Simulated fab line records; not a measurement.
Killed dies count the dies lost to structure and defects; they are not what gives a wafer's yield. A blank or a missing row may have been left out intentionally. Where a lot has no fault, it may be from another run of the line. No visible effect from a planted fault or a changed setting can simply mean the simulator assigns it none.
Which of the tools did it? -- flow gf180mcu -- 13 lots, 39 wafers sampled, at 3 steps of a route of 602

## WHAT EACH GAUGE READ, for each wafer
GF_MIM_THK_MEAS_06.
lot,measured,on,MIM_CVD_05_THK (nm)
L570,day 25 03:47,film_metro-01,42.5 41.3 42.3
L572,day 25 23:58,film_metro-02,41.4 41.3 42.3
L571,day 26 01:34,film_metro-02,41.1 41.7 41.4
L573,day 26 11:35,film_metro-03,42.2 42.6 42.5
L575,day 27 03:38,film_metro-03,41.0 41.1 42.0
L576,day 27 06:07,film_metro-02,41.1 41.4 42.0
L577,day 27 17:16,film_metro-03,43.1 42.7 43.3
L579,day 28 09:13,film_metro-02,42.0 42.0 42.8
L582,day 29 04:03,film_metro-01,41.4 41.2 41.7
L583,day 29 12:01,film_metro-02,41.8 41.5 42.5
L584,day 29 17:17,film_metro-03,42.4 41.9 42.5
L586,day 30 03:41,film_metro-03,41.2 41.4 41.7
L588,day 30 18:38,film_metro-02,41.3 40.9 41.8

## WHAT TOOL EACH LOT RAN ON (gives the tool, then ch and the chambers of the sampled wafers, and finally the start)
lot,GF_M3_SPUTTER_03,GF_MIM_SPUTTER_02
L570,"pvd_sputter-02, day 21 02:45","pvd_sputter-03, day 25 03:40"
L572,"pvd_sputter-04, day 22 01:58","pvd_sputter-04, day 25 23:50"
L571,"pvd_sputter-02, day 22 02:19","pvd_sputter-04, day 26 01:26"
L573,"pvd_sputter-04, day 22 14:43","pvd_sputter-03, day 26 11:28"
L575,"pvd_sputter-04, day 23 06:19","pvd_sputter-03, day 27 03:31"
L576,"pvd_sputter-04, day 23 10:04","pvd_sputter-03, day 27 05:58"
L577,"pvd_sputter-02, day 23 22:37","pvd_sputter-02, day 27 17:07"
L579,"pvd_sputter-02, day 24 16:18","pvd_sputter-04, day 28 09:05"
L582,"pvd_sputter-04, day 25 11:40","pvd_sputter-04, day 29 03:55"
L583,"pvd_sputter-04, day 25 22:10","pvd_sputter-02, day 29 11:52"
L584,"pvd_sputter-02, day 26 01:50","pvd_sputter-03, day 29 17:07"
L586,"pvd_sputter-04, day 26 14:40","pvd_sputter-03, day 30 03:34"
L588,"pvd_sputter-04, day 27 07:20","pvd_sputter-03, day 30 18:31"
- GF_M3_SPUTTER_03: material Ti, target thk 10 nm, time 6.7 s.
- GF_MIM_SPUTTER_02: material AlCu, target thk 450 nm, time 23.9 s.

## WHAT THE TOOLS THEMSELVES READ (means of the sampled wafers that have a number; where no wafer has one, the mark that the record gives instead)
GF_M3_SPUTTER_03.
lot,tool,throttle_valve_pct (%)
L570,pvd_sputter-02,31.2
L572,pvd_sputter-04,30.2
L571,pvd_sputter-02,31.1
L573,pvd_sputter-04,29.9
L575,pvd_sputter-04,30.2
L576,pvd_sputter-04,29.4
L577,pvd_sputter-02,30.5
L579,pvd_sputter-02,30.9
L582,pvd_sputter-04,30.3
L583,pvd_sputter-04,29.1
L584,pvd_sputter-02,31.1
L586,pvd_sputter-04,29.5
L588,pvd_sputter-04,29.1

GF_MIM_SPUTTER_02.
lot,tool,throttle_valve_pct (%)
L570,pvd_sputter-03,29.8
L572,pvd_sputter-04,29.1
L571,pvd_sputter-04,30.2
L573,pvd_sputter-03,30.5
L575,pvd_sputter-03,30.0
L576,pvd_sputter-03,30.5
L577,pvd_sputter-02,30.9
L579,pvd_sputter-04,28.6
L582,pvd_sputter-04,30.4
L583,pvd_sputter-02,31.0
L584,pvd_sputter-03,29.9
L586,pvd_sputter-03,29.8
L588,pvd_sputter-03,29.9

## THE ANSWER, worked out from the rows above alone
Rule: the usual values come from the lots themselves. The widest of any qualifying gaps counts: lots, ordered by their means at a reading, are off when they make up no more than a third of the lots, leave a main group of 4 or more, and stand apart from it by 3 or more times the standard deviation of that group's means. A main group is skipped when, at the precision printed for the reading in the tables above, its means are all equal. Also off: a lot with no number at a reading for which 4 or more lots have one. All remaining lots with rows at the step are treated as sound. The gauges are gone through in route order, then the tools' own readings, and for those a lot's mean is taken as printed above. At the first step where some lot is off, the reading lying furthest off is the one used; lots without a number count as furthest.
Across all readings shown, no lot is off: no conclusion can be drawn from this.

## WHAT THE SIMULATOR HAD PUT IN
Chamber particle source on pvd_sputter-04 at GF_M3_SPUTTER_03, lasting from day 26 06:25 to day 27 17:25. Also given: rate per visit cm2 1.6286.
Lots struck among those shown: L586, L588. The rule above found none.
